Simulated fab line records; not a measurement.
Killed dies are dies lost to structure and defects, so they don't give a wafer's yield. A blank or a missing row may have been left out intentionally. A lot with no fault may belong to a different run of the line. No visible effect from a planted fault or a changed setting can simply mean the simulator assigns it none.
Lot-split experiment ; flow gf180mcu ; 23 wafers read from 5 lots, route of 602 steps

== ON THE SPLIT ==
At GF_STI_ETCH_14 (etches Si in HBr/Cl2/O2, target depth 360 nm, time 102.9 s), the setting time s was moved away from the recipe's 102.9 s on 7 of the 23 wafers read, by -13.8% to +14.7%. For the rest of the wafers, this setting stayed at what the recipe calls for.

Reading taken at the split's own step.

== THE READING ==
STI.feature depth nm (the simulator's own value, which no gauge read), in nm, at GF_STI_ETCH_14 (etches Si in HBr/Cl2/O2, target depth 360 nm, time 102.9 s). No usual value for it is given in the file. Average 358.6 nm, standard deviation 4.3 nm, over the 16 wafers here run with the recipe.

wafer;tool, chamber at the split;time s as run, s;against the recipe;STI.feature depth nm, nm;against lot-mates on the recipe
L076.1;rie si-01, 2;102.9;recipe;359.4;-
L076.3;rie si-01, 3;88.67;-13.8%;315.3;-47.4
L076.4;rie si-01, 3;102.9;recipe;368.1;-
L076.5;rie si-01, 1;88.67;-13.8%;305.3;-57.4
L076.6;rie si-01, 2;102.9;recipe;360.5;-
L077.1;rie si-01, 0;102.9;recipe;356.4;-
L077.3;rie si-01, 1;102.9;recipe;356;-
L077.4;rie si-01, 2;118;+14.7%;412.9;+56.7
L077.5;rie si-01, 3;118;+14.7%;422;+65.8
L077.6;rie si-01, 2;118;+14.7%;410.1;+53.9
L079.1;rie si-02, 3;102.9;recipe;360.3;-
L079.2;rie si-02, 1;102.9;recipe;362.9;-
L079.3;rie si-02, 0;102.9;recipe;359.1;-
L079.4;rie si-02, 2;102.9;recipe;353.6;-
L079.5;rie si-02, 0;102.9;recipe;359;-
L080.1;rie si-02, 1;102.9;recipe;363.4;-
L080.2;rie si-02, 3;102.9;recipe;360.7;-
L080.4;rie si-02, 0;96.43;-6.3%;335.8;-25.4
L080.5;rie si-02, 0;102.9;recipe;359.5;-
L080.6;rie si-02, 1;96.43;-6.3%;338.9;-22.3
L082.2;rie si-02, 2;102.9;recipe;351.6;-
L082.5;rie si-02, 2;102.9;recipe;350.9;-
L082.6;rie si-02, 1;102.9;recipe;356.1;-

THE FIT
A straight line over all 23 wafers: STI.feature depth nm changes by +3.69 nm for each +1% of time s; r = +0.99; the points scatter about the line by 4.7 nm.
The same after taking each lot's own level away (the mean of its wafers on the recipe; 23 wafers): +3.91 nm for each +1%; r = +0.99; scatter 3.5 nm.
Per that fit: largest time s move, reading shift of 57 nm.
Measured against the standard deviation above, the lots' own levels, which go from 352.87 to 362.67 nm, span 2.3 times it.
Hence the lot-to-lot level has little effect on the slope; both slopes agree.
Check: +58.2 nm against its lot-mates is what the line predicts for one of the wafers moved furthest among these (+14.7%) when that wafer is left out of the fit. Against them it came out at +56.7 nm.

== THE OTHER SPLITS THESE WAFERS WENT THROUGH ==
These wafers also went through other splits before the reading. Each is held against what the fit with the lots' levels taken away leaves over:
other split on the same wafers;wafers away from the commonest value;r with STI.feature depth nm (lot level and that fit taken away)
GF_STI_COAT_07 resist thk nm;11;-0.14

== THE WHOLE CHAIN: every reading that the file lists as answering this split, in the file's order ==
step;what it does;reading;change (the file's fit);r (the file's)
GF_STI_ETCH_14;etches Si in HBr/Cl2/O2, target depth 360 nm, time 102.9 s;STI.feature depth nm (the simulator's own value, which no gauge read);+3.89 nm for each +1% of the setting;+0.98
GF_STI_ETCH_14;etches Si in HBr/Cl2/O2, target depth 360 nm, time 102.9 s;KrF_of_STI_COAT_07.thk nm (the simulator's own value, which no gauge read);-1.11 nm for each +1% of the setting, in a fit together with resist thk nm@STI_COAT_07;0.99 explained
GF_STI_STRIP_15;strips in O2/N2;strip time to endpoint s;withheld for each +1% of the setting, in a fit together with resist thk nm@STI_COAT_07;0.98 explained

== THE FILE'S OWN FIT ==
STI.feature depth nm changes by +3.89 nm for each +1% of time s, r = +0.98.
